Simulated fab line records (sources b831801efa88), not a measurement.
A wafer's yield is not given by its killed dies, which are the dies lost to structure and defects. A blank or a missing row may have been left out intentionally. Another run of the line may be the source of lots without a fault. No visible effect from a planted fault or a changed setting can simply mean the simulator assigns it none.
Matching of chambers :: flow sky130 :: SKY_VIA4_CMP_21 on cmp-01: 4 sister chambers
The step polishes, stops on SiO2, t overpolish 25 s, target thk 0 nm. 4 wafers are shown with their chamber, then 7 later ones without.

== WAFERS, EACH WITH ITS CHAMBER ==
wafer: L431.1
chamber: 1
motor current A (A): 12.1

wafer: L431.2
chamber: 2
motor current A (A): 13.0

wafer: L436.3
chamber: 0
motor current A (A): 11.4

wafer: L436.4
chamber: 3
motor current A (A): 12.0

== WAFERS WHOSE CHAMBER IS MISSING ==
wafer: L436.5
motor current A (A): 12.0

wafer: L451.2
motor current A (A): 11.2

wafer: L451.3
motor current A (A): 12.6

wafer: L451.4
motor current A (A): 11.5

wafer: L452.2
motor current A (A): 13.2

wafer: L452.5
motor current A (A): 11.0

wafer: L452.6
motor current A (A): 12.1

== THE CHAMBER EACH PASSED THROUGH ==
wafer: L436.5
from the rows above: can't be placed: 3 or 1
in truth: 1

wafer: L451.2
from the rows above: 0
in truth: 0

wafer: L451.3
from the rows above: can't be placed: 2 or 1 or 3
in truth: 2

wafer: L451.4
from the rows above: can't be placed: 0 or 3
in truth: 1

wafer: L452.2
from the rows above: 2
in truth: 2

wafer: L452.5
from the rows above: 0
in truth: 0

wafer: L452.6
from the rows above: can't be placed: 1 or 3
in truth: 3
Correctly placed: 3 of 7. Not placeable from these rows: 4 (in 3, the candidates include the true chamber). Wrongly placed: 0.
How it was worked out, from the rows above alone: a wafer's distance from a chamber is the root of the sum, over the readings, of the square of ((its reading less the chamber's mean) divided by the reading's scatter). If the next closest chamber is less than 2 further off than the closest, the wafer can't be placed; otherwise it belongs to the closest. A chamber's mean is the mean of its shown wafers. The scatter: root of mean squared gap, hidden wafer to nearest shown wafer, with one shown wafer a chamber.
